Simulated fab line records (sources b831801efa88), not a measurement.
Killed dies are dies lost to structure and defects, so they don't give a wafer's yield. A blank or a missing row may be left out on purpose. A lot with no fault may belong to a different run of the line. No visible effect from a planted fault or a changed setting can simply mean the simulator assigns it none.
fab line records	flow sky130
[record] lots = 14	wafers = 42	lastDay = 50
route steps=708 shown METAL3@532 CAPM@537
lots that met no fault: from a run of the same line without faults
startH: hours from the record's first day to the start of the lot's first wafer shown	waitH: how many hours have passed since the lot's step before this one	" identical to the entry in the row above	L1.1+2: one row covering several wafers at once	- no value present, or no start provided	* or withheld: withheld	< > ~ a bound
route shown NAME@n: NAME is a module with steps in the file, n the number in the route of the first one	usual: mean/standard deviation taken from wafers without a fault	same: alike in all rows	chamber/n: place in a boat	sites: each site's reading	_std_site: the values' standard deviation	_edge_site: outer sites' mean less inner sites'	radiusMm: how far each site lies from the wafer's centre	mask NAME#n: copy n	behind: the most recent tool/chamber to have shaped the wafer	hold: why the lot was held/for how many hours/how that ended	device: the transistor (n, p or np) that didn't switch	end of line: tests of these same wafers at the route's end	a step without rows: its recipe alone	killed: dies lost to structure and defects at the first sort, not the wafer's yield	map: per-die view of a wafer (x killed, . not killed, _ where there is no die)
set.NAME: setting as actually run; set.NAME@STEP: the setting as run at that earlier step	model.NAME: the simulator's own value behind a step, which no gauge read
route steps across a sampled set of lots; one table per step, one row per wafer
services: from which hour (startH, from the record's first day; less than 0 if before it) a tool's chamber was out of use, for how many hours, and why
[[steps]]
[step SKY_METAL3_SPUTTER_00]
[recipe] material = Ti	targetThkNm = 15	powerW = 3000	timeS = 10	chamberPressurePa = 0.4
[usual] throttleValvePct = 29.9/0.79
lot.wafer	tool	chamber	startH	waitH	throttleValvePct
L758.1	pvdSputter-01	-	853.77	0.2	29.9
L758.3	"	-	"	"	30.7
L758.5	"	-	"	"	29.7
L760.1	pvdSputter-04	-	869.48	0.1	30.9
L760.4	"	-	"	"	30.8
L760.6	"	-	"	"	29.3
L762.4	pvdSputter-02	-	881.02	0.1	29.7
L762.5	"	-	"	"	29.7
L762.6	"	-	"	"	29.0
L761.1	pvdSputter-02	-	882.44	0.2	29.5
L761.2	"	-	"	"	29.1
L761.5	"	-	"	"	29.6
L764.1	pvdSputter-02	-	890.50	0.1	30.0
L764.2	"	-	"	"	29.0
L764.3	"	-	"	"	29.3
L765.2	pvdSputter-01	-	902.14	0.1	30.0
L765.4	"	-	"	"	28.4
L765.6	"	-	"	"	28.6
L766.2	pvdSputter-02	-	906.32	0.2	29.5
L766.3	"	-	"	"	29.1
L766.4	"	-	"	"	29.9
L770.1	pvdSputter-02	-	941.82	0.2	28.4
L770.2	"	-	"	"	28.8
L770.5	"	-	"	"	29.2
L775.2	pvdSputter-04	-	975.18	0.1	30.8
L775.3	"	-	"	"	29.3
L775.6	"	-	"	"	30.8
L777.1	pvdSputter-04	-	991.23	0.2	29.3
L777.3	"	-	"	"	30.8
L777.4	"	-	"	"	30.6
L776.1	pvdSputter-02	-	991.60	0.2	29.8
L776.4	"	-	"	"	29.1
L776.5	"	-	"	"	29.9
L778.2	pvdSputter-02	-	993.46	0.2	29.8
L778.3	"	-	"	"	29.5
L778.6	"	-	"	"	29.7
L779.1	pvdSputter-04	-	993.75	0.1	29.3
L779.3	"	-	"	"	30.8
L779.5	"	-	"	"	30.8
L780.2	pvdSputter-04	-	1003.10	0.1	29.1
L780.3	"	-	"	"	30.8
L780.5	"	-	"	"	29.1
[step SKY_CAPM_CVD_00]
[recipe] material = SiO2	targetThkNm = 15.5	tempC = 400	timeS = withheld	rfW = 450
[usual] heaterPowerW = 765/130
lot.wafer	tool	chamber	startH	waitH	heaterPowerW
L758.1	pecvd-02	1	853.93	0.0	733
L758.3	"	2	"	"	664
L758.5	"	1	"	"	739
L760.1	pecvd-03	0	869.63	0.0	795
L760.4	"	0	"	"	786
L760.6	"	2	"	"	1102
L762.4	pecvd-02	0	881.18	0.0	662
L762.5	"	2	"	"	721
L762.6	"	1	"	"	741
L761.1	pecvd-03	1	882.60	0.0	604
L761.2	"	0	"	"	795
L761.5	"	0	"	"	786
L764.1	pecvd-01	2	890.65	0.0	636
L764.2	"	1	"	"	767
L764.3	"	0	"	"	873
L765.2	pecvd-02	1	902.30	0.0	686
L765.4	"	0	"	"	646
L765.6	"	1	"	"	671
L766.2	pecvd-01	2	906.48	0.0	642
L766.3	"	2	"	"	653
L766.4	"	0	"	"	824
L770.1	pecvd-01	1	941.98	0.0	684
L770.2	"	0	"	"	947
L770.5	"	2	"	"	684
L775.2	pecvd-03	0	975.33	0.0	829
L775.3	"	2	"	"	1052
L775.6	"	0	"	"	827
L777.1	pecvd-01	1	991.39	0.0	683
L777.3	"	0	"	"	878
L777.4	"	0	"	"	882
L776.1	pecvd-02	1	991.75	0.0	734
L776.4	"	2	"	"	699
L776.5	"	0	"	"	605
L778.2	pecvd-01	1	993.61	0.0	778
L778.3	"	2	"	"	791
L778.6	"	1	"	"	778
L779.1	pecvd-02	2	993.90	0.0	753
L779.3	"	0	"	"	695
L779.5	"	1	"	"	660
L780.2	pecvd-02	0	1003.25	0.0	604
L780.3	"	2	"	"	763
L780.5	"	2	"	"	780
[step SKY_METAL3_ETCH_17]
[recipe] target = SiO2	stopOn = TiN	chemistry = C4F8/O2/Ar	sourceW = 1500	biasW = 1200	pressureMtorr = 40	c4f8FlowSccm = withheld	O2_flow_sccm = 6	Ar_flow_sccm = 300	timeS = 3.9	targetDepthA = 150
[usual] biasW = 1200/3.4	chamberPressureMTorr = 40.01/0.039	oesProductAu = 0.754/0.0065
lot.wafer	tool	chamber	startH	waitH	biasW	chamberPressureMTorr	oesProductAu	rfHoursCounterH
L758.1	rieDiel-04	2	906.19	0.1	1203	39.97	0.765	15
L758.3	"	1	"	"	1200	40.01	0.757	8
L758.5	"	2	"	"	1203	39.98	0.759	-
L760.1	rieDiel-01	0	920.44	0.1	1201	40.02	0.746	5
L760.4	"	2	"	"	1201	40.04	0.747	15
L760.6	"	3	"	"	1195	40.04	0.754	-
L762.4	rieDiel-01	3	931.59	0.0	1206	40.01	0.752	3
L762.5	"	0	"	"	1203	39.99	0.760	-
L762.6	"	1	"	"	1203	40.03	0.755	-
L761.1	rieDiel-04	3	933.54	0.1	1198	40.00	0.750	18
L761.2	"	1	"	"	1203	40.03	0.743	8
L761.5	"	1	"	"	1202	40.04	0.752	-
L764.1	rieDiel-03	2	941.09	0.1	1195	40.01	0.760	20
L764.2	"	0	"	"	1206	39.98	0.756	12
L764.3	"	3	"	"	1196	39.96	0.749	24
L765.2	rieDiel-01	3	951.81	0.1	1202	39.96	0.746	4
L765.4	"	2	"	"	1201	40.09	0.748	16
L765.6	"	2	"	"	1197	39.94	0.757	-
L766.2	rieDiel-01	0	957.09	0.1	1204	40.05	0.748	6
L766.3	"	2	"	"	1205	39.98	0.758	16
L766.4	"	1	"	"	1199	40.00	0.767	17
L770.1	rieDiel-03	2	990.94	0.1	1204	40.03	0.743	22
L770.2	"	1	"	"	1199	40.03	0.745	16
L770.5	"	3	"	"	1197	40.04	0.748	-
L775.2	rieDiel-04	2	1022.84	0.1	1195	39.92	0.746	18
L775.3	"	3	"	"	1198	39.94	0.751	21
L775.6	"	1	"	"	1200	40.03	0.753	-
L777.1	rieDiel-04	1	1036.68	0.1	1201	40.02	0.754	12
L777.3	"	0	"	"	1202	39.97	0.757	5
L777.4	"	3	"	"	1201	39.98	0.763	21
L776.1	rieDiel-04	1	1038.64	0.1	1197	40.01	0.754	12
L776.4	"	2	"	"	1206	40.00	0.762	19
L776.5	"	2	"	"	1204	40.09	0.766	-
L778.2	rieDiel-04	3	1040.89	0.1	1205	40.01	0.755	21
L778.3	"	2	"	"	1194	39.96	0.757	19
L778.6	"	0	"	"	1203	40.09	0.758	-
L779.1	rieDiel-03	3	1041.24	0.1	1205	39.98	0.758	27
L779.3	"	1	"	"	1200	39.99	0.752	17
L779.5	"	1	"	"	1201	39.96	0.747	-
L780.2	rieDiel-01	3	1049.79	0.1	1202	40.02	0.755	7
L780.3	"	1	"	"	1196	39.98	0.762	20
L780.5	"	2	"	"	1197	39.99	0.766	-
[step SKY_METAL3_METAL_ETCH_18]
[recipe] targetDepthA = 8450	stopOn = SiO2	overEtchFrac = 0.3	timeS = 183.1	chemistry = Cl2/BCl3	resistSidewallDeg = 88	pressureMtorr = 10	icpW = 900	biasW = 48.5	Cl2_flow_sccm = 60	bcl3FlowSccm = 30
[usual] bcl3FlowSccm = 29.99/0.098	biasW = 48.52/0.16	drypumpMotorCurrentA = 6.0/0.35	oesProductAu = 0.866/0.0059	throttleValvePct = 22.264/0.0092
lot.wafer	tool	chamber	startH	waitH	bcl3FlowSccm	biasW	drypumpMotorCurrentA	oesProductAu	rfHoursCounterH	throttleValvePct
L758.1	rieMetal-04	0	906.21	0.0	30.09	48.32	6.4	0.874	13	22.276
L758.3	"	1	"	"	29.99	48.49	6.0	0.867	-	22.255
L758.5	"	1	"	"	30.08	48.16	5.9	0.870	-	22.244
L760.1	rieMetal-04	1	920.46	0.0	29.91	48.42	6.0	0.874	6	22.272
L760.4	"	1	"	"	29.97	48.37	6.0	0.858	-	22.260
L760.6	"	1	"	"	29.91	48.74	6.0	0.863	-	22.270
L762.4	rieMetal-04	1	931.67	0.1	29.91	48.64	6.0	0.871	-	22.263
L762.5	"	0	"	"	29.99	48.44	6.4	0.866	-	22.258
L762.6	"	1	"	"	30.25	48.64	5.9	0.870	-	22.275
L761.1	rieMetal-03	1	933.56	0.0	30.11	48.71	5.9	0.869	5	22.272
L761.2	"	0	"	"	29.96	48.62	5.5	0.868	12	22.270
L761.5	"	1	"	"	30.09	48.70	5.9	0.873	-	22.267
L764.1	rieMetal-02	0	941.11	0.0	29.84	48.59	6.4	0.873	14	22.277
L764.2	"	1	"	"	30.07	48.77	5.4	0.867	4	22.252
L764.3	"	0	"	"	29.96	48.37	6.4	0.863	-	22.260
L765.2	rieMetal-04	1	951.83	0.0	-	-	-	-	-	-
L765.4	"	0	"	"	-	-	-	-	-	-
L765.6	"	0	"	"	-	-	-	-	-	-
L766.2	rieMetal-04	0	957.11	0.0	-	-	-	-	-	-
L766.3	"	0	"	"	-	-	-	-	-	-
L766.4	"	1	"	"	-	-	-	-	-	-
L770.1	rieMetal-04	0	990.96	0.0	29.92	48.51	6.5	0.860	18	22.265
L770.2	"	1	"	"	29.84	48.38	5.9	0.866	10	22.260
L770.5	"	0	"	"	29.93	48.46	6.4	0.862	-	22.258
L775.2	rieMetal-04	1	1022.86	0.0	30.06	48.72	6.0	0.860	11	22.258
L775.3	"	1	"	"	30.01	48.34	6.0	0.861	-	22.260
L775.6	"	1	"	"	29.97	48.49	5.9	0.866	-	22.265
L777.1	rieMetal-04	1	1036.70	0.0	30.07	48.41	6.0	0.868	12	22.259
L777.3	"	1	"	"	30.02	48.61	6.0	0.866	-	22.254
L777.4	"	0	"	"	29.99	48.37	6.4	0.861	-	22.257
L776.1	rieMetal-02	0	1038.66	0.0	30.10	48.53	6.4	0.879	19	22.256
L776.4	"	1	"	"	30.08	48.40	5.5	0.870	-	22.276
L776.5	"	0	"	"	30.05	48.47	6.3	0.876	-	22.262
L778.2	rieMetal-03	1	1040.91	0.0	30.08	48.37	5.9	0.874	11	22.270
L778.3	"	1	"	"	30.00	48.50	5.9	0.877	-	22.285
L778.6	"	1	"	"	29.96	48.60	5.9	0.875	-	22.271
L779.1	rieMetal-04	1	1041.26	0.0	29.96	48.42	6.0	0.868	13	22.274
L779.3	"	1	"	"	30.02	48.56	6.0	0.861	-	22.257
L779.5	"	1	"	"	29.98	48.62	5.9	0.858	-	22.247
L780.2	rieMetal-03	1	1049.81	0.0	30.12	48.46	5.9	0.872	12	22.250
L780.3	"	0	"	"	30.08	48.61	5.5	0.871	-	22.261
L780.5	"	0	"	"	29.96	48.36	5.5	0.865	-	22.250
[step SKY_METAL3_STRIP_19]
[recipe] chemistry = O2/N2	powerW = 1400	pressureMtorr = 1500	platenTempC = withheld	o2FlowSccm = 3000	n2FlowSccm = 300	overashFraction = 0.5
[usual] drypumpMotorCurrentA = 5.80/0.23	oesProductAu = 0.501/0.005	stripTimeToEndpointS = 6.49/0.071
lot.wafer	tool	chamber	startH	waitH	drypumpMotorCurrentA	oesProductAu	rfHoursCounterH	stripTimeToEndpointS
L758.1	plasmaAsher-04	1	906.39	0.1	5.28	0.495	101	6.40
L758.3	"	0	"	"	6.00	0.495	-	6.49
L758.5	"	1	"	"	5.29	0.499	-	6.41
L760.1	plasmaAsher-03	0	920.64	0.1	5.81	0.502	83	6.50
L760.4	"	0	"	"	5.80	0.499	-	6.49
L760.6	"	1	"	"	5.70	0.502	-	6.46
L762.4	plasmaAsher-02	0	931.82	0.1	5.75	0.499	-	6.59
L762.5	"	1	"	"	6.06	0.502	-	6.51
L762.6	"	0	"	"	5.75	0.504	-	6.59
L761.1	plasmaAsher-02	1	933.74	0.1	6.09	0.498	49	6.44
L761.2	"	0	"	"	5.79	0.491	49	6.36
L761.5	"	0	"	"	5.81	0.499	-	6.38
L764.1	plasmaAsher-04	1	941.34	0.2	5.27	0.501	104	6.47
L764.2	"	0	"	"	6.00	0.498	104	6.59
L764.3	"	1	"	"	5.30	0.503	-	6.51
L765.2	plasmaAsher-03	0	952.01	0.1	5.81	0.709	87	11.84
L765.4	"	1	"	"	5.71	0.718	-	11.86
L765.6	"	0	"	"	5.81	0.713	-	11.83
L766.2	plasmaAsher-03	0	957.29	0.1	5.81	0.716	87	11.84
L766.3	"	1	"	"	5.65	0.716	-	11.90
L766.4	"	0	"	"	5.83	0.712	-	11.85
L770.1	plasmaAsher-02	1	991.14	0.1	6.07	0.505	54	6.50
L770.2	"	0	"	"	5.80	0.503	54	6.58
L770.5	"	1	"	"	6.07	0.504	-	6.52
L775.2	plasmaAsher-04	1	1023.04	0.1	5.29	0.508	112	6.49
L775.3	"	1	"	"	5.30	0.499	-	6.43
L775.6	"	0	"	"	6.01	0.503	-	6.45
L777.1	plasmaAsher-03	1	1036.88	0.1	5.71	0.506	95	6.55
L777.3	"	0	"	"	5.81	0.502	-	6.56
L777.4	"	1	"	"	5.72	0.496	-	6.47
L776.1	plasmaAsher-02	1	1038.84	0.1	6.06	0.504	59	6.56
L776.4	"	0	"	"	5.83	0.506	-	6.63
L776.5	"	1	"	"	6.04	0.507	-	6.58
L778.2	plasmaAsher-02	1	1041.09	0.1	6.09	0.507	59	6.58
L778.3	"	1	"	"	6.09	0.504	-	6.62
L778.6	"	1	"	"	6.07	0.498	-	6.48
L779.1	plasmaAsher-03	0	1041.44	0.1	5.79	0.499	95	6.47
L779.3	"	1	"	"	5.70	0.503	-	6.50
L779.5	"	0	"	"	5.80	0.505	-	6.51
L780.2	plasmaAsher-03	1	1049.99	0.1	5.74	0.507	96	6.52
L780.3	"	0	"	"	5.80	0.496	-	6.48
L780.5	"	1	"	"	5.73	0.499	-	6.53
[[services]]
tool	chamber	startH	hours	kind
pecvd-03	1	837.06	6.3	repair
rieMetal-03	1	840.40	2.4	repair
pecvd-02	0	847.05	12.3	repair
pecvd-03	-	859.52	2.8	pm
pecvd-01	-	861.94	28.1	pm
rieMetal-02	-	870.06	1.5	repair
plasmaAsher-02	-	877.02	4.0	repair
pvdSputter-01	-	878.05	16.1	repair
rieDiel-01	-	888.90	1.0	repair
rieDiel-04	1	896.15	8.5	repair
pecvd-01	1	902.37	16.9	repair
plasmaAsher-03	-	921.52	1.1	repair
rieDiel-04	2	925.67	8.3	repair
pvdSputter-02	1	941.48	-	consumableReplace:kit
rieDiel-01	3	942.61	4.4	repair
rieMetal-03	1	948.72	16.2	repair
pecvd-01	0	955.52	5.9	repair
rieDiel-01	1	980.43	18.8	repair
pecvd-01	2	1008.85	5.0	repair
rieDiel-03	-	1024.52	15.6	pm
rieDiel-01	0	1030.83	5.2	repair
rieDiel-03	0	1040.67	4.8	repair
rieDiel-03	1	1042.71	4.4	repair
rieDiel-03	-	1047.35	0.5	repair
[[key]]
[firstSign] step = SKY_METAL3_METAL_ETCH_18	reading = toolRecord	direction = missing
[effect] step = SKY_METAL3_STRIP_19	reading = stripTimeToEndpointS	direction = up	sigmas = 76	usual = *	struck = *
metAt SKY_METAL3_METAL_ETCH_18
struckLots L765,L766
laterRowsLeftOut L765.2,L765.4,L765.6,L766.2,L766.3,L766.4
sortLeftOut L765.2,L765.4,L765.6,L766.2,L766.3,L766.4
notActingAt SKY_METAL3_SPUTTER_00,SKY_CAPM_CVD_00,SKY_METAL3_ETCH_17
onsetBetween 931.67 951.83
[fault] kind = skippedStepWhole	tool = rieMetal-04	chamber = -	onsetH = 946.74	steps = SKY_METAL3_METAL_ETCH_18	scope = struckLotsOnly
// sortLeftOut: the simulated sort isn't trusted on such a fault, so these wafers' sort isn't shown, and their yield isn't known
// laterRowsLeftOut: the simulator's readings of these wafers behind a module that went badly wrong aren't trusted and aren't shown, but for the sort
